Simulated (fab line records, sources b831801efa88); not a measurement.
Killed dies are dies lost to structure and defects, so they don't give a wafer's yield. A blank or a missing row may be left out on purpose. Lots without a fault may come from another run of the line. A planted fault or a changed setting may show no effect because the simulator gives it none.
Which tool did it? | flow sky130 | 6 lots, 17 wafers sampled, at 3 steps of a route of 708

WHAT THE GAUGES READ, wafer by wafer
SKY_CONTACT_THK_MEAS_01.
lot  | measured     | on            | CONTACT_CVD_00_THK (nm)
L134 | day 30 15:23 | film_metro-02 | 75.9 75.3 75.4
L137 | day 32 01:41 | film_metro-01 | 75.2 75.9 76.0
L141 | day 33 07:17 | film_metro-02 | 73.9 74.7 74.5
L145 | day 34 12:38 | film_metro-02 | 72.9 74.0 74.2
L152 | day 36 20:53 | film_metro-02 | 75.1 61.0
L156 | day 37 21:01 | film_metro-03 | 76.1 76.1 77.2

WHICH TOOL RAN EACH LOT (tool, then ch and the chambers of the sampled wafers, then the start)
lot  | SKY_RES_XHIGH_STRIP_08               | SKY_CONTACT_CVD_00
L134 | plasma_asher-03 ch 0,1, day 26 22:59 | pecvd-02 ch 1,2, day 30 15:21
L137 | plasma_asher-01 ch 0,1, day 28 09:22 | pecvd-03 ch 0,1,2, day 32 01:35
L141 | plasma_asher-02 ch 0,1, day 29 17:37 | pecvd-01 ch 0,2, day 33 07:14
L145 | plasma_asher-01 ch 0,1, day 30 23:29 | pecvd-01 ch 0,1,2, day 34 12:36
L152 | plasma_asher-01 ch 0,1, day 33 08:48 | pecvd-01 ch 1,2, day 36 20:49
L156 | plasma_asher-01 ch 0,1, day 34 11:41 | pecvd-03 ch 0,1,2, day 37 20:58
- SKY_RES_XHIGH_STRIP_08: strips in O2/N2.
- SKY_CONTACT_CVD_00: deposits Si3N4, target thk 75 nm.

THE ANSWER, worked out from the rows above alone
Rule: what is usual is taken from the lots themselves. Put in order of their means at a reading, lots are off if they are a third of the lots or fewer, leave a main group of 4 or more, and stand apart from it by a gap of 3 or more times the standard deviation of the main group's means; of several such gaps the widest counts. A main group whose means are all the same, to the digits that the tables above print for the reading, isn't used. A lot without any number at a reading at which 4 lots or more have one is off too. The other lots that the step has rows for count as sound.
Off: L152, at SKY_CONTACT_THK_MEAS_01 (CONTACT_CVD_00_THK). The main group: mean 75.2 nm, standard deviation 0.99.
A tool fits if, at a process step before that reading, it ran every lot that is off, and no sound lot after the first of them. The gauges at SKY_CONTACT_THK_MEAS_01 are tried like those tools. Can't be told from this: 2 tools fit, pecvd-01 at SKY_CONTACT_CVD_00, film_metro-02 at SKY_CONTACT_THK_MEAS_01.

WHAT THE SIMULATOR HAD PUT IN
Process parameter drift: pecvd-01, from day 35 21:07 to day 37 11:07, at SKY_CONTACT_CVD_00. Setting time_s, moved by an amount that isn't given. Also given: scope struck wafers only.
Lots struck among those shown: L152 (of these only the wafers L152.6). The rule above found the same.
